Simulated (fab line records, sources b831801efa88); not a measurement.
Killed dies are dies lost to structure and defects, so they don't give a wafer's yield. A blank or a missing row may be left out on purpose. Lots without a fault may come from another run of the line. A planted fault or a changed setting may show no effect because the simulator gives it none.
Problem report in the 8D (eight disciplines) form, filled by code | flow sky130 | the parts of the form that need people (team, actions taken, sign-off) are left out

1. THE PROBLEM
VIA2_HDPCVD_THK at SKY_VIA2_THK_MEAS_01 reads a mean of 448 nm on 3 wafers of 2 lots; wafers without a fault read 1186 nm with a standard deviation of 9.8. That is -75 standard deviations from the usual mean.
First seen on wafer L199.3, day 39 12:45, on film_metro-03. The record holds 36 wafers of 12 lots with a number at this step. Rule for "out", or "out of limits": more than 4 standard deviations from the usual mean. The other wafers with a number count as sound.

2. WHAT IT IS AND WHAT IT IS NOT
question                    | is                     | is not
which readings at this step | VIA2_HDPCVD_THK        | -
which lots                  | L199, L200             | L185, L186, L187, L188, L191, L193, L194, L195, L196, L208
which wafers of those lots  | L199.3, L199.6, L200.4 | L199.4, L200.1, L200.5
read on which gauges        | film_metro-03          | film_metro-01, film_metro-02
when                        | from day 39 12:45      | up to then (28 sound wafers); but 5 sound wafers of L200, L208 came after

3. SUSPECTS, AND WHAT RULES EACH OUT
Counting: a tool at a process step up to the reading stays a suspect if it ran every lot that is out. Sound lots after the first of them don't rule it out here, since some wafers of a struck lot are sound.
- the gauge at SKY_VIA2_THK_MEAS_01: ruled out. All the wafers that are out were read on film_metro-03, but those of them that SKY_VIA2_ETCH_15 has rows for are out there too, on other tools.
- cmp-02 at SKY_VIA1_CMP_02 (polishes SiO2): kept. It ran every lot that is out, first L199 (day 37 07:10); its last sound lot up to then is L196 (day 36 13:52).
- hdpcvd-01 at SKY_VIA2_HDPCVD_00 (deposits SiO2, target thk 1180 nm, time 196.7 s): kept. It ran every lot that is out, first L199 (day 39 12:37); its last sound lot up to then is L196 (day 38 20:32).
- Within hdpcvd-01 at SKY_VIA2_HDPCVD_00: the wafers that are out ran in chamber 1; their sound lot-mates ran in chambers 0, 2.
Left after counting: cmp-02 at SKY_VIA1_CMP_02, hdpcvd-01 at SKY_VIA2_HDPCVD_00.

4. THE CAUSE (what the simulator had put in)
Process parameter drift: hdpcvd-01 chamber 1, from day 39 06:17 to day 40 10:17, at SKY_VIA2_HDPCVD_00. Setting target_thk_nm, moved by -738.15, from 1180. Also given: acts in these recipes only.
Counting left 2 suspects, and this tool is among them.

5. THE CHAIN OF EFFECTS, in route order
Each row: a reading whose mean over the struck wafers that have a number lies more than 3 standard deviations from the usual. Only readings for which the record gives a usual standard deviation are gone through. hours: the time from each lot's start at the first step in this table that gives one to its start at this step, as a median over the lots. sigmas: the change in usual standard deviations.
hours | step                 | reading         | usual      | on struck wafers | change | sigmas
0     | SKY_VIA2_THK_MEAS_01 | VIA2_HDPCVD_THK | 1186 nm    | 448              | -738   | -75
25    | SKY_VIA2_ETCH_15     | oes_product_au  | 0.940 a.u. | 0.888            | -0.052 | -10
The process steps in it:
- SKY_VIA2_ETCH_15: etches SiO2 in C4F8/O2/Ar, stops on TiN, target depth 546 nm, time 84 s.

6. WHAT WOULD HAVE CAUGHT IT SOONER
In this record the first reading out of limits at a measuring or inspecting step was taken at day 39 12:45, 6 hours after the fault began at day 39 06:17.
Of the tool readings at SKY_VIA2_HDPCVD_00 for which the record gives a usual standard deviation, none was out on any struck wafer, so an alarm limit of 4 standard deviations on them would not have fired.
Of the lots that are out (2), L200 began SKY_VIA2_HDPCVD_00 on hdpcvd-01 after day 39 12:45. A hold on the tool at that time would have spared it.
